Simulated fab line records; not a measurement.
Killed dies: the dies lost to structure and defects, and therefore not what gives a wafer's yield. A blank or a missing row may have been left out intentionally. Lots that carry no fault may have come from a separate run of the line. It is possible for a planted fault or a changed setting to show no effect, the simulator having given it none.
Comparing a struck lot with a sound one + flow sky130 + 35 steps out of a route of 708
Sound: wafers L409.2, L409.3, L409.4. The struck wafers were L415.2, L415.3, L415.4. The cause is named last.
For every step that has rows: the tool of each side, followed by ch and its chambers, followed by its first start. Under that, the readings that differ: sound wafers + struck wafers + difference of the means + sigmas: that difference in standard deviations of wafers without a fault.
alike: a reading whose means differ by less than 2 such deviations, as well as words and numbers matching on both sides. not compared: withheld readings; readings where some wafer has no value; bounds like >300 that might hide an equal value; numbers whose values overlap and for which the record gives no deviation.
The two part at a step that has a row with sigmas, a row that says differs or no value, or rows on one side only. Non-overlapping numbers with no deviation appear without sigmas and do not part them. A reading missing from all wafers of one side parts the sides only when that side holds two or more wafers.

first, 10 steps without rows for these wafers: SKY_POLY_CUT_ETCH_10 (etches BARC in N2/H2, stops on SiO2, time 45.9 s, target depth 60 nm); SKY_POLY_CUT_ETCH_11 (etches Si3N4 in CF4/CH2F2/Ar, stops on poly-Si, time 42.5 s, target depth 60 nm); SKY_POLY_CUT_STRIP_12 (strips in O2/N2); SKY_SD_P_DEHYDRATE_00 (time 60 s); SKY_SD_P_HMDS_01 (prime time 60 s); SKY_SD_P_COAT_02 (resist thk 1140 nm); SKY_SD_P_SOFTBAKE_03 (time 60 s); SKY_SD_P_EXPOSE_04 (exposes mask PSDM, target cd 380 nm); SKY_SD_P_PEB_05; SKY_SD_P_DEVELOP_06 (develop time 60 s).
SKY_SD_P_IMPLANT_09:
  sound on implanter-01 ch 0, day 27 09:38; struck on implanter-02 ch 0, day 29 11:19
| reading                   | sound             | struck            | difference | sigmas |
|---------------------------|-------------------|-------------------|------------|--------|
| implant_ion_amu           | 49 49 49          | 11 11 11          | -38        |        |
| model.implant.rp_nm (nm)  | 17.13 17.13 17.13 | 66.79 66.79 66.79 | +49.66     |        |
| model.implant.drp_nm (nm) | 9.746 9.746 9.746 | 28.3 28.3 28.3    | +18.6      |        |
  alike: beam_on_s
SKY_SD_P_STRIP_10: strips in O2/N2.
  sound on plasma_asher-03 ch 0,1, day 27 09:46; struck on plasma_asher-01 ch 0,1, day 29 11:26
| reading                      | sound             | struck            | difference | sigmas |
|------------------------------|-------------------|-------------------|------------|--------|
| oes_product_au (a.u.)        | 0.625 0.618 0.618 | 0.606 0.604 0.603 | -0.016     | -4     |
| strip_time_to_endpoint_s (s) | 17.43 17.44 17.48 | 18.21 18.19 18.24 | +0.76      | +17    |
  alike: drypump_motor_current_A
  not compared: rf_hours_counter_h
SKY_SD_P_TW_MEAS_11:
  sound: film_metro-04 at day 27 09:52; struck: film_metro-04 at day 29 11:46
| reading | sound          | struck         | difference | sigmas |
|---------|----------------|----------------|------------|--------|
| SD_P_TW | 2815 2810 2819 | 2070 2072 2075 | -742       | -31    |
  not compared: hold
then, 20 steps without rows for these wafers: SKY_RES_XHIGH_HMDS_01 (prime time 60 s); SKY_RES_XHIGH_COAT_02 (resist thk 1140 nm); SKY_RES_XHIGH_SOFTBAKE_03 (time 60 s); SKY_RES_XHIGH_EXPOSE_04 (exposes mask URPM, target cd 1270 nm); SKY_RES_XHIGH_PEB_05; SKY_RES_XHIGH_DEVELOP_06 (develop time 60 s); SKY_RES_XHIGH_IMPLANT_07; SKY_RES_XHIGH_STRIP_08 (strips in O2/N2); SKY_SD_N_DEHYDRATE_00 (time 60 s); SKY_SD_N_HMDS_01 (prime time 60 s); SKY_SD_N_COAT_02 (resist thk 1140 nm); SKY_SD_N_SOFTBAKE_03 (time 60 s); SKY_SD_N_EXPOSE_04 (exposes mask NSDM, target cd 380 nm); SKY_SD_N_PEB_05; SKY_SD_N_DEVELOP_06 (develop time 60 s); SKY_SD_N_IMPLANT_09; SKY_SD_N_IMPLANT_10; SKY_SD_N_STRIP_11 (strips in O2/N2); SKY_SD_N_CLEAN_13 (cleans in SC1/SC2, time 150 s); SKY_SD_N_RTA_14 (time 2 s).
-- the record jumps here: 2 days lie between the struck wafers' starts before and after --
SKY_SD_N_RS_MEAS_17: measures by four-point-probe.
  sound: film_metro-02 at day 29 18:43; struck: film_metro-03 at day 31 19:13
| reading          | sound             | struck         | difference | sigmas      |
|------------------|-------------------|----------------|------------|-------------|
| SD_P_RS (ohm/sq) | 147.1 147.0 147.4 | 51.9 51.9 52.0 | -95.2      | -99 or more |
  not compared: hold
SKY_PAD_OPEN_PROBE_99:
  the record holds rows for the sound wafers here (prober-01, day 47 04:58) but none for the struck ones

WHERE THEY PART
First at SKY_SD_P_STRIP_10; last, within this record, at SKY_PAD_OPEN_PROBE_99.

WHY: whatever the simulator had introduced
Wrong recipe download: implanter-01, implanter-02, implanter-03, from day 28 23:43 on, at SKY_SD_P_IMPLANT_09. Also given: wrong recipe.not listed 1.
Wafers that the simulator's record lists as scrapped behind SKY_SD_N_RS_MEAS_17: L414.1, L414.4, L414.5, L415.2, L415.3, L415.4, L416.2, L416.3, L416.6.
